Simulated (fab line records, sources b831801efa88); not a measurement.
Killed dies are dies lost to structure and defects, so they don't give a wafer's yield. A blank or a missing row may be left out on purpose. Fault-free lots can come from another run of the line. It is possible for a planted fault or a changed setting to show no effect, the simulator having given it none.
What tool caused it?    flow gf180mcu    21 wafers sampled from 7 lots at 1 step of a route of 602

== WHAT THE GAUGES SHOWED, per wafer ==
GF_STI_BOW_MEAS_00.
lot   measured     on             INCOMING_BOW (um)
L570  day 1 20:01  film metro-04  7 -2 -12
L572  day 2 06:01  film metro-02  -10 3 -1
L574  day 2 16:00  film metro-04  2 -2 -7
L578  day 3 12:01  film metro-03  4 9 -4
L584  day 4 18:00  film metro-04  4 2 -12
L588  day 5 14:01  film metro-02  6 -8 2
L590  day 6 00:00  film metro-03  -12 -3 -9

== WHAT TOOL EACH LOT RAN ON (gives the tool, then ch and the chambers of the sampled wafers, and finally the start) ==
There is no process step in the record ahead of these readings.

== THE ANSWER, worked out from the rows above alone ==
Rule: what is usual is taken from the lots themselves. The widest of any qualifying gaps counts: lots, ordered by their means at a reading, are off when they make up no more than a third of the lots, leave a main group of 4 or more, and stand apart from it by 3 or more times the standard deviation of that group's means. A main group is skipped when, at the precision printed for the reading in the tables above, its means are all equal. Also off: a lot with no number at a reading for which 4 or more lots have one. All remaining lots with rows at the step are treated as sound.
Across all readings shown, no lot is off: no conclusion can be drawn from this.

== WHAT WAS PUT IN BY THE SIMULATOR ==
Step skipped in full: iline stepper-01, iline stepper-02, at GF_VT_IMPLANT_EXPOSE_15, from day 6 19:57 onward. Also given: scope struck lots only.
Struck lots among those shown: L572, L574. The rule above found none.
